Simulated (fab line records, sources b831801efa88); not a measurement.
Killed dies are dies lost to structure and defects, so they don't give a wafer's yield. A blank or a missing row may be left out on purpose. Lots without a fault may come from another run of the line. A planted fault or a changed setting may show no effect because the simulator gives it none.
One fault seen from 2 desks | flow gf180mcu | each desk has only its own numbers; what lay behind them comes last

THE METROLOGY DESK
What the gauges read, lot by lot, whatever tool the lot ran on: means of the sampled wafers that have a number. A lot is out of limits, marked OUT, if its mean lies more than 4 standard deviations from the usual mean; the brackets give that distance.
Columns: A = MVSD_OVL at GF_MVSD_OVL_MEAS_07, usual 0.5 nm; B = CONTACT_W_THK at GF_CONTACT_THK_MEAS_26, usual 314 nm
lot  | first seen here | A    | B
L659 | day 4 14:37     | 0.2  | 316
L660 | day 4 18:53     | -1.2 | 315
L661 | day 5 00:08     | 0.5  | 310
L662 | day 5 06:47     | 0.0  | 319
L663 | day 5 11:47     | -0.2 | 312
L664 | day 5 19:14     | 1.3  | 316
L665 | day 5 23:56     | 0.0  | 310
L671 | day 7 13:32     | 2.6  | 314
L672 | day 7 15:37     | 1.3  | 315
L674 | day 8 04:59     | 0.9  | 316
L677 | day 8 22:01     | 1.3  | 313
L679 | day 9 09:13     | -0.3 | 314
L681 | day 9 21:41     | -0.7 | 311
L682 | day 10 03:20    | 0.5  | 315
This desk's finding: nothing out of limits on any of the 14 lots.

THE TOOL OWNER'S DESK: litho_track-02
The tool's own readings at GF_DUAL_GATE_SOFTBAKE_07 (time 60 s): means of the sampled wafers that have a number, for each lot that ran on this tool. A lot is out of limits, marked OUT, if its mean lies more than 4 standard deviations from the usual mean; the brackets give that distance.
Columns: A = heater_power_total_W at GF_DUAL_GATE_SOFTBAKE_07, usual 56.60 W; B = plate_temp_C at GF_DUAL_GATE_SOFTBAKE_07, usual 90.00 C
lot  | first seen here | A               | B
L661 | day 8 21:10     | 56.61           | 89.89
L665 | day 10 00:43    | 56.58           | 89.91
L671 | day 11 18:01    | 57.22 (+13) OUT | 90.59 (+4.6) OUT
L672 | day 11 22:13    | 57.19 (+12) OUT | 90.77 (+5.9) OUT
This desk's finding: out of limits on L671, L672; first on L671, day 11 18:01 (heater_power_total_W at GF_DUAL_GATE_SOFTBAKE_07). In limits: L661, L665.

PUT TOGETHER
The tool owner's desk could have raised an alarm at day 11 18:01, on L671, L672.
The metrology desk saw nothing out of limits.
The metrology desk has L671, L672 on record, within its limits.
Of the lots named, all ran GF_DUAL_GATE_SOFTBAKE_07 on litho_track-02.

WHAT THE SIMULATOR HAD PUT IN
Process parameter drift: litho_track-02, from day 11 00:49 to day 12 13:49, at GF_DUAL_GATE_SOFTBAKE_07. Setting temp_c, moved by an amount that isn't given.
Lots struck among those shown: L671, L672.
Hours from the fault's start to each desk's first reading out of limits: the tool owner's desk, 17.
